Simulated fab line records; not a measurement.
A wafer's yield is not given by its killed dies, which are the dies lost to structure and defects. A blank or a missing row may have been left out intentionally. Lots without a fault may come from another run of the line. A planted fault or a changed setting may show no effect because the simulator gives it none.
What tool caused it? -- flow sky130 -- 11 lots with 33 wafers sampled at 3 steps, on a route of 708 steps

== WHAT THE GAUGES READ, wafer by wafer ==
SKY_METAL2_RS_MEAS_05: the measuring method here is four-point-probe. Usual: METAL2_ALCU_RS gives 0.1263 ohm/sq (standard deviation 0.0017).
lot,measured,on,METAL2_ALCU_RS (ohm/sq),flag
L130,day 35 00:07,film-metro-03,0.1275 0.1265 0.1285,
L131,day 35 03:38,film-metro-01,0.1277 0.1268 0.1261,
L132,day 35 09:44,film-metro-01,0.1242 0.1263 0.1262,
L133,day 35 20:40,film-metro-01,0.1261 0.1250 0.1256,
L134,day 36 02:20,film-metro-03,0.1277 0.1257 0.1278,
L137,day 36 17:15,film-metro-01,0.1286 0.1289 0.1301,
L140,day 37 13:44,film-metro-03,0.1264 0.1271 0.1281,
L141,day 38 03:01,film-metro-04,0.1233 0.1248 0.1238,
L143,day 38 11:46,film-metro-01,0.1246 0.1242 0.1242,
L146,day 39 12:58,film-metro-04,0.1284 0.1284 0.1279,
L150,day 40 14:45,film-metro-01,0.1252 0.1242 0.1265,

SKY_VIA2_RS_MEAS_22: the measuring method here is four-point-probe. Usual: VIA2_W_RS gives 0.2745 ohm/sq (standard deviation 0.0026).
lot,measured,on,VIA2_W_RS (ohm/sq),flag
L130,day 37 06:30,film-metro-02,0.2750 0.2725 0.2733,
L131,day 37 10:00,film-metro-01,0.2737 0.2722 0.2762,
L132,day 37 15:02,film-metro-01,0.2718 0.2732 0.2748,
L133,day 38 03:15,film-metro-01,0.2709 0.2731 0.2759,
L134,day 38 08:55,film-metro-03,0.2735 0.2730 0.2720,
L137,day 38 22:17,film-metro-01,0.2749 0.2764 0.2728,
L140,day 39 19:26,film-metro-01,0.2736 0.2718 0.2705,
L141,day 40 07:44,film-metro-03,0.2746 0.2727 0.2779,
L143,day 40 14:56,film-metro-03,0.2723 0.2710 0.2716,
L146,day 41 15:53,film-metro-01,0.2785 0.2785 0.2713,
L150,day 42 16:32,film-metro-02,0.2765 0.2735 0.2750,

== TOOL THAT RAN EACH LOT (tool first, then ch and the chambers of the sampled wafers, then the start) ==
lot,SKY_METAL2_SPUTTER_03
L130,"pvd-sputter-02, day 35 00:01"
L131,"pvd-sputter-03, day 35 03:31"
L132,"pvd-sputter-01, day 35 09:39"
L133,"pvd-sputter-01, day 35 20:35"
L134,"pvd-sputter-01, day 36 02:13"
L137,"pvd-sputter-03, day 36 17:10"
L140,"pvd-sputter-02, day 37 13:40"
L141,"pvd-sputter-01, day 38 02:56"
L143,"pvd-sputter-01, day 38 11:41"
L146,"pvd-sputter-02, day 39 12:52"
L150,"pvd-sputter-01, day 40 14:41"
- SKY_METAL2_SPUTTER_03: material Ti, target thk 5 nm, time 3.3 s.

== AS READ BY THE TOOLS THEMSELVES (means over the sampled wafers that have a number; for cases with no such wafer, the mark the record gives instead) ==
SKY_METAL2_SPUTTER_03. Usual: throttle-valve-pct at 30.2 %, with a standard deviation of 1.2.
lot,tool,throttle-valve-pct (%),flag
L130,pvd-sputter-02,30.2,
L131,pvd-sputter-03,30.6,
L132,pvd-sputter-01,30.9,
L133,pvd-sputter-01,29.5,
L134,pvd-sputter-01,30.8,
L137,pvd-sputter-03,29.6,
L140,pvd-sputter-02,29.3,
L141,pvd-sputter-01,31.3,
L143,pvd-sputter-01,29.9,
L146,pvd-sputter-02,29.7,
L150,pvd-sputter-01,29.9,

== THE ANSWER, worked out from the rows above alone ==
Rule: lot off if the mean of its wafers having a number is beyond 3 standard deviations from the usual mean. Also off: a lot with no number at a reading for which 4 or more lots have one. Any other lot the step has rows for is counted as sound. Order of review: gauges by route order, followed by the tools' own readings, for which a lot's mean as printed above is used. At the first step where some lot is off, the reading lying furthest off is the one used; lots without a number count as furthest.
No lot is off at any reading shown: from this, nothing can be told.

== WHAT THE SIMULATOR HAD INSERTED ==
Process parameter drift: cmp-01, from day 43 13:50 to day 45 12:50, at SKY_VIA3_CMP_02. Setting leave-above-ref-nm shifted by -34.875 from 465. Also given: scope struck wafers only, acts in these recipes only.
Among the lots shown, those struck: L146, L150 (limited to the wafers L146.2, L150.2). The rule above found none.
